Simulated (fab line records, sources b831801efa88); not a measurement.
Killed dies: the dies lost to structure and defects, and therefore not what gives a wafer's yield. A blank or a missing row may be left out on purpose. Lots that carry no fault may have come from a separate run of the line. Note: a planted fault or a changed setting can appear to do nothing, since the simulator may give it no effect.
fab line records    flow sky130
record lots=14  wafers=42  last-day=50
route steps=708 shown CAPM@541 METAL3@567 CAP2M@619 PAD_OPEN@707
lots that met no fault: from a run of the same line without faults
start-h: hours from the record's first day to the start of the lot's first wafer shown    wait-h: time in hours since the lot's previous step    " identical to the entry in the row above    L1.1+2: a single row standing in for several wafers    - no value present, or no start provided    * or withheld: withheld    < > ~ a bound
route shown NAME@n: a module of which the file shows steps, and the number in the route of the first    usual: mean and standard deviation over wafers with no fault    same: alike in all rows    chamber/n: place in a boat    sites: the reading at each site    _std_site: how widely they spread, as a standard deviation    _edge_site: mean of outer sites minus mean of inner sites    radius-mm: how far each site lies from the wafer's centre    mask NAME#n: copy n    behind: the last tool/chamber to shape the wafer    hold: the reason the lot was held/the length of the hold in hours/how it ended    device: the transistor (n, p or np) that didn't switch    end of line: tests run on the same wafers once the route is complete    where a step has no rows: the recipe by itself    killed: not the wafer's yield, but the dies lost to structure and defects at the first sort    map: a wafer's dies, x killed, . not, _ none there
set.NAME: the setting that was run; set.NAME@STEP: the one run at that earlier step    model.NAME: the simulator's own value behind a step, which no gauge read
a sample of lots followed through the steps of the route, with each step as a table and each wafer as a row
services: a tool's chamber out of use, with start hour (start-h, from the record's first day; less than 0 if before it), hours out, and reason
## steps
# step SKY_CAPM_THK_MEAS_04
# recipe thk-meas-gauge=xrf  reads=TiN_of_CAPM_SPUTTER_02
# usual CAPM_TIN_THK=198.7/2.5
lot.wafer  tool           chamber  start-h  wait-h  CAPM_TIN_THK[nm]
L296.2     film-metro-01  -        847.96   0.1     194.0
L296.3     "              -        "        "       201.4
L296.4     "              -        "        "       197.5
L297.3     film-metro-01  -        851.79   0.1     199.8
L297.5     "              -        "        "       196.3
L297.6     "              -        "        "       199.4
L298.3     film-metro-01  -        857.57   0.1     202.8
L298.4     "              -        "        "       199.6
L298.6     "              -        "        "       195.7
L301.1     film-metro-02  -        899.62   0.1     198.6
L301.2     "              -        "        "       197.8
L301.4     "              -        "        "       198.3
L300.1     film-metro-04  -        905.05   0.1     198.2
L300.4     "              -        "        "       198.1
L300.6     "              -        "        "       197.5
L299.2     film-metro-04  -        906.01   0.1     197.5
L299.3     "              -        "        "       197.1
L299.6     "              -        "        "       197.7
L302.2     film-metro-01  -        908.03   0.1     202.4
L302.3     "              -        "        "       199.5
L302.4     "              -        "        "       198.7
L305.4     film-metro-02  -        944.06   0.1     201.1
L305.5     "              -        "        "       198.7
L305.6     "              -        "        "       197.9
L306.4     film-metro-01  -        944.83   0.1     195.5
L306.5     "              -        "        "       195.3
L306.6     "              -        "        "       199.7
L308.3     film-metro-02  -        945.12   0.1     196.5
L308.4     "              -        "        "       199.4
L308.5     "              -        "        "       198.0
L311.2     film-metro-02  -        952.56   0.1     204.6
L311.4     "              -        "        "       201.8
L311.6     "              -        "        "       199.6
L310.2     film-metro-04  -        955.84   0.1     199.9
L310.3     "              -        "        "       199.0
L310.5     "              -        "        "       203.5
L312.1     film-metro-01  -        964.95   0.1     198.6
L312.4     "              -        "        "       197.7
L312.5     "              -        "        "       196.8
L318.1     film-metro-01  -        1003.18  0.1     196.5
L318.2     "              -        "        "       198.3
L318.5     "              -        "        "       196.2
# step SKY_METAL3_ETCH_17
# recipe target=SiO2  stop-on=TiN  chemistry=C4F8/O2/Ar  source-w=1500  bias-w=1200  pressure-mtorr=40  c4f8-flow-sccm=withheld  O2_flow_sccm=6  Ar_flow_sccm=300  time-s=3.9  target-depth-a=150
# usual oes-product-au=0.749/0.0069
# same time-s=3.9
lot.wafer  tool         chamber  start-h  wait-h  oes-product-au  rf-hours-counter-h
L296.2     rie-diel-03  3        901.38   0.1     0.740           14
L296.3     "            0        "        "       0.749           14
L296.4     "            1        "        "       0.740           18
L297.3     rie-diel-03  2        905.49   0.1     0.741           27
L297.5     "            2        "        "       0.766           -
L297.6     "            3        "        "       0.741           -
L298.3     rie-diel-03  1        911.04   0.0     0.742           18
L298.4     "            0        "        "       0.743           14
L298.6     "            0        "        "       0.751           -
L301.1     rie-diel-04  2        949.58   0.2     0.749           4
L301.2     "            0        "        "       0.737           17
L301.4     "            1        "        "       0.761           6
L300.1     rie-diel-03  0        955.24   0.1     0.751           16
L300.4     "            1        "        "       0.754           -
L300.6     "            2        "        "       0.760           -
L299.2     rie-diel-02  3        955.89   0.1     0.740           15
L299.3     "            2        "        "       0.741           0
L299.6     "            0        "        "       0.745           -
L302.2     rie-diel-02  0        960.84   0.1     0.739           17
L302.3     "            3        "        "       0.748           15
L302.4     "            2        "        "       0.752           0
L305.4     rie-diel-02  3        992.77   0.0     0.758           16
L305.5     "            1        "        "       0.745           -
L305.6     "            2        "        "       0.750           -
L306.4     rie-diel-03  0        993.12   0.0     0.756           18
L306.5     "            1        "        "       0.750           -
L306.6     "            0        "        "       0.757           -
L308.3     rie-diel-02  1        993.29   0.0     0.745           10
L308.4     "            0        "        "       0.752           17
L308.5     "            3        "        "       0.766           -
L311.2     rie-diel-03  1        998.65   0.1     0.739           21
L311.4     "            3        "        "       0.760           -
L311.6     "            1        "        "       0.752           -
L310.2     rie-diel-02  1        1003.22  0.1     0.747           11
L310.3     "            0        "        "       0.741           18
L310.5     "            1        "        "       0.753           -
L312.1     rie-diel-04  0        1012.67  0.1     0.744           19
L312.4     "            2        "        "       0.758           6
L312.5     "            2        "        "       0.752           -
L318.1     rie-diel-04  2        1049.82  0.1     0.734           7
L318.2     "            0        "        "       0.746           20
L318.5     "            1        "        "       0.753           -
# step SKY_CAP2M_CLEAN_16
# recipe chemistry=IPA  time-s=180  temp-c=25
# usual temp-c=24.98/0.11
# same time-s=180
lot.wafer  tool          chamber  start-h  wait-h  temp-c
L296.2     wet-bench-02  3        953.31   0.0     25.03
L296.3     "             3        "        "       24.96
L296.4     "             3        "        "       24.76
L297.3     wet-bench-02  3        958.28   0.0     24.77
L297.5     "             3        "        "       24.88
L297.6     "             3        "        "       24.92
L298.3     wet-bench-03  3        963.20   0.0     25.19
L298.4     "             3        "        "       25.04
L298.6     "             3        "        "       24.86
L301.1     wet-bench-04  3        1001.00  0.0     25.00
L301.2     "             3        "        "       25.11
L301.4     "             3        "        "       24.94
L300.1     wet-bench-03  3        1006.03  0.0     25.06
L300.4     "             3        "        "       24.97
L300.6     "             3        "        "       25.14
L299.2     wet-bench-04  1        1006.85  0.0     25.08
L299.3     "             1        "        "       25.07
L299.6     "             1        "        "       25.01
L302.2     wet-bench-03  3        1012.08  0.0     24.95
L302.3     "             3        "        "       25.06
L302.4     "             3        "        "       24.92
L305.4     wet-bench-03  2        1042.72  0.0     25.04
L305.5     "             2        "        "       24.98
L305.6     "             2        "        "       25.08
L306.4     wet-bench-03  2        1043.46  0.0     24.93
L306.5     "             2        "        "       25.11
L306.6     "             2        "        "       24.86
L308.3     wet-bench-03  0        1043.58  0.0     25.02
L308.4     "             0        "        "       25.11
L308.5     "             0        "        "       25.04
L311.2     wet-bench-02  1        1047.54  0.0     25.03
L311.4     "             1        "        "       24.90
L311.6     "             1        "        "       25.25
L310.2     wet-bench-02  0        1051.94  0.0     24.76
L310.3     "             0        "        "       24.85
L310.5     "             0        "        "       24.95
L312.1     wet-bench-02  3        1061.49  0.0     25.06
L312.4     "             3        "        "       24.96
L312.5     "             3        "        "       24.91
L318.1     wet-bench-04  0        1094.96  0.0     25.03
L318.2     "             0        "        "       24.94
L318.5     "             0        "        "       24.90
# step SKY_PAD_OPEN_BOW_MEAS_13
# recipe mode=bow
# usual PAD_OPEN_BOW=48/8.9
lot.wafer  tool           chamber  start-h  wait-h  PAD_OPEN_BOW[um]
L296.2     film-metro-01  -        1072.28  -       64
L296.3     "              -        "        "       56
L296.4     "              -        "        "       62
L297.3     film-metro-02  -        1079.53  -       48
L297.5     "              -        "        "       50
L297.6     "              -        "        "       47
L298.3     film-metro-02  -        1082.18  -       52
L298.4     "              -        "        "       51
L298.6     "              -        "        "       45
L301.1     film-metro-02  -        1115.31  -       47
L301.2     "              -        "        "       46
L301.4     "              -        "        "       52
L300.1     film-metro-03  -        1118.84  -       50
L300.4     "              -        "        "       58
L300.6     "              -        "        "       59
L299.2     film-metro-03  -        1120.36  -       48
L299.3     "              -        "        "       50
L299.6     "              -        "        "       42
L302.2     film-metro-01  -        1123.36  -       48
L302.3     "              -        "        "       46
L302.4     "              -        "        "       52
L305.4     film-metro-02  -        1152.27  -       45
L305.5     "              -        "        "       43
L305.6     "              -        "        "       67
L306.4     film-metro-01  -        1152.70  -       38
L306.5     "              -        "        "       34
L306.6     "              -        "        "       34
L308.3     film-metro-02  -        1153.75  -       33
L308.4     "              -        "        "       43
L308.5     "              -        "        "       40
L311.2     film-metro-02  -        1154.55  -       51
L311.4     "              -        "        "       38
L311.6     "              -        "        "       49
L310.2     film-metro-03  -        1157.62  -       58
L310.3     "              -        "        "       55
L310.5     "              -        "        "       61
L312.1     film-metro-01  -        1165.91  -       30
L312.4     "              -        "        "       49
L312.5     "              -        "        "       48
L318.1     film-metro-03  -        1192.19  -       40
L318.2     "              -        "        "       43
L318.5     "              -        "        "       29
# step SKY_PAD_OPEN_PROBE_99
# usual killed_at_M0_to_M3=43/7.5  killed_at_M4_up=2.8/1.8  killed-at-contacts=24/5.3  killed-at-front-end=14/4.2  killed-at-other=0.3/0.54  killed-dies=84/9.4  killed-open=46/7.1  killed-short=38/6.6
# same gross-dies=492  killed-at-back-side=0
lot.wafer  tool       chamber  start-h  wait-h  killed_at_M0_to_M3  killed_at_M4_up  killed-at-contacts  killed-at-front-end  killed-at-other  killed-dies  killed-open  killed-short
L302.2     prober-02  -        1123.51  0.1     41                  2                20                  20                   0                83           45           37
L302.3     prober-02  -        1123.56  0.2     41                  6                35                  17                   0                99           65           34
L302.4     prober-02  -        1123.61  0.2     44                  1                26                  14                   0                85           52           33
L305.4     prober-02  -        1152.48  0.2     54                  1                21                  16                   1                93           43           48
L305.5     prober-02  -        1152.53  0.2     40                  3                30                  15                   1                89           47           41
L305.6     prober-02  -        1152.58  0.2     48                  2                21                  14                   1                86           45           38
L311.2     prober-01  -        1154.70  0.1     54                  6                19                  14                   0                93           50           43
L311.4     prober-01  -        1154.80  0.2     36                  1                20                  17                   1                75           43           31
L311.6     prober-01  -        1154.90  0.2     47                  5                21                  22                   1                96           45           48
L310.2     prober-02  -        1157.77  0.1     43                  1                30                  22                   42               138          48           48
L310.3     prober-02  -        1157.82  0.2     57                  6                21                  20                   40               144          57           48
L310.5     prober-02  -        1157.92  0.2     53                  8                25                  13                   40               139          45           54
L312.1     prober-01  -        1166.03  0.1     36                  4                23                  11                   37               111          37           36
L312.4     prober-01  -        1166.18  0.2     44                  2                12                  10                   43               111          37           30
L312.5     prober-01  -        1166.23  0.2     43                  4                22                  14                   37               120          46           37
# killed by level:class
L302.2 VIA1:geometric-particle:open=12 CONTACT:geometric-particle:open=9 FIELD_ISO:geometric-particle:short=6 VIA1:geometric-particle:short=6 VIA2:geometric-particle:open=5 VIA3:geometric-particle:open=5 POLY_GATE:geometric-particle:short=4 LOCAL_INTERCONNECT:geometric-particle:short=4
L302.3 VIA1:geometric-particle:open=17 CONTACT:geometric-particle:open=17 FIELD_ISO:geometric-particle:open=7 VIA3:geometric-particle:open=7 LI_CONTACT:geometric-particle:open=6 LI_CONTACT:geometric-particle:short=5 VIA2:geometric-particle:open=4 POLY_GATE:geometric-particle:short=4
L302.4 CONTACT:geometric-particle:open=13 VIA1:geometric-particle:open=10 METAL2:geometric-particle:short=7 VIA2:geometric-particle:open=6 LI_CONTACT:geometric-particle:open=5 VIA3:geometric-particle:open=4 POLY_GATE:geometric-particle:short=4 LOCAL_INTERCONNECT:geometric-particle:short=4
L305.4 VIA1:geometric-particle:open=11 VIA2:geometric-particle:open=8 VIA3:geometric-particle:open=8 CONTACT:geometric-particle:open=7 POLY_GATE:geometric-particle:short=6 LOCAL_INTERCONNECT:geometric-particle:short=6 VIA1:geometric-particle:short=6 METAL1:geometric-particle:short=6
L305.5 LI_CONTACT:geometric-particle:open=9 CONTACT:geometric-particle:open=8 CONTACT:geometric-particle:short=7 VIA1:geometric-particle:open=7 METAL2:geometric-particle:short=7 METAL1:geometric-particle:short=5 VIA2:geometric-particle:open=5 FIELD_ISO:geometric-particle:short=4
L305.6 CONTACT:geometric-particle:open=9 METAL1:geometric-particle:short=9 VIA1:geometric-particle:open=9 VIA2:geometric-particle:open=8 METAL2:geometric-particle:short=5 VIA3:geometric-particle:open=5 FIELD_ISO:geometric-particle:short=4 VIA3:geometric-particle:short=4
L311.2 VIA1:geometric-particle:open=12 VIA3:geometric-particle:open=8 VIA1:geometric-particle:short=6 CONTACT:geometric-particle:open=6 VIA2:geometric-particle:open=6 VIA2:geometric-particle:short=6 LI_CONTACT:geometric-particle:open=5 METAL2:geometric-particle:short=5
L311.4 VIA1:geometric-particle:open=12 METAL1:geometric-particle:short=8 CONTACT:geometric-particle:open=7 LI_CONTACT:geometric-particle:open=6 FIELD_ISO:geometric-particle:open=5 CONTACT:geometric-particle:short=4 FIELD_ISO:geometric-particle:short=3 METAL2:geometric-particle:short=3
L311.6 METAL1:geometric-particle:short=14 CONTACT:geometric-particle:open=9 VIA1:geometric-particle:open=9 VIA2:geometric-particle:open=8 FIELD_ISO:geometric-particle:open=7 METAL2:geometric-particle:short=5 VIA3:geometric-particle:open=5 FIELD_ISO:geometric-particle:short=4
L310.2 CAP2M:unspecified=42 LI_CONTACT:geometric-particle:open=8 VIA2:geometric-particle:open=8 LOCAL_INTERCONNECT:geometric-particle:short=7 VIA3:geometric-particle:open=7 METAL1:geometric-particle:short=7 LI_CONTACT:geometric-particle:short=6 VIA2:geometric-particle:short=6
L310.3 CAP2M:unspecified=39 VIA2:geometric-particle:open=13 VIA1:geometric-particle:open=9 METAL2:geometric-particle:short=9 POLY_GATE:geometric-particle:short=8 POLY_GATE:geometric-particle:open=7 CONTACT:geometric-particle:open=7 LOCAL_INTERCONNECT:geometric-particle:short=6
L310.5 CAP2M:unspecified=39 VIA1:geometric-particle:open=11 CONTACT:geometric-particle:open=8 METAL1:geometric-particle:short=7 VIA1:geometric-particle:short=7 VIA3:geometric-particle:open=7 LI_CONTACT:geometric-particle:open=6 METAL4:geometric-particle:short=6
L312.1 CAP2M:unspecified=37 VIA1:geometric-particle:open=8 CONTACT:geometric-particle:open=8 VIA3:geometric-particle:open=6 LI_CONTACT:geometric-particle:short=5 VIA1:geometric-particle:short=5 POLY_GATE:geometric-particle:short=4 CONTACT:geometric-particle:short=4
L312.4 CAP2M:unspecified=43 VIA3:geometric-particle:open=8 VIA2:geometric-particle:open=6 VIA1:geometric-particle:open=5 FIELD_ISO:geometric-particle:open=4 VIA1:geometric-particle:short=4 METAL2:geometric-particle:short=4 METAL3:geometric-particle:short=4
L312.5 CAP2M:unspecified=37 LI_CONTACT:geometric-particle:open=8 CONTACT:geometric-particle:open=7 VIA1:geometric-particle:open=7 VIA1:geometric-particle:short=7 FIELD_ISO:geometric-particle:open=6 VIA2:geometric-particle:open=6 METAL2:geometric-particle:short=5
## services
tool          chamber  start-h  hours  kind
rie-diel-02   3        893.07   5.3    repair
rie-diel-02   -        907.38   0.3    repair
rie-diel-03   -        921.90   1.0    repair
rie-diel-03   3        934.16   25.3   repair
rie-diel-02   2        940.18   -      clean
rie-diel-02   2        940.18   13.7   scheduled-down
rie-diel-02   2        940.18   13.7   vent-cycle
wet-bench-02  -        960.03   69.1   repair
rie-diel-04   0        993.67   7.4    repair
rie-diel-03   2        996.63   -      clean
rie-diel-03   2        996.63   17.4   scheduled-down
rie-diel-03   2        996.63   17.4   vent-cycle
rie-diel-03   -        1032.88  2.7    repair
rie-diel-02   0        1039.28  1.9    repair
rie-diel-03   -        1047.06  4.1    repair
rie-diel-03   -        1087.72  0.9    repair
## key
first-sign step=SKY_PAD_OPEN_PROBE_99  reading=killed-at-other  direction=up  sigmas=40  usual=0.3  struck=39.8
effect step=SKY_PAD_OPEN_PROBE_99  reading=killed-dies  direction=up  sigmas=4.5  usual=84  struck=127
met-at SKY_CAP2M_CLEAN_16
struck-lots L310,L312
tester-left-out L312
not-acting-at SKY_CAPM_THK_MEAS_04,SKY_METAL3_ETCH_17,SKY_PAD_OPEN_BOW_MEAS_13
onset-between 1047.54 1051.94
earlier-fault kind=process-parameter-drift  tool=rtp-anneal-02  chamber=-  onset-h=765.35  steps=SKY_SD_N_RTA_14  channel=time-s  offset=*  shape=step  end-h=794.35  acts-in=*  stated=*
fault kind=chamber-particle-source  tool=wet-bench-02  chamber=-  onset-h=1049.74  steps=SKY_CAP2M_CLEAN_16  rate-per-visit-cm2=0.41746
# tester-left-out: of these lots the tester's yield and bins aren't shown, on N5 and GAA mostly nor the transistor test; their killed dies are dies lost to structure and defects alone, not to doping, threshold or leakage, so they don't give the yield
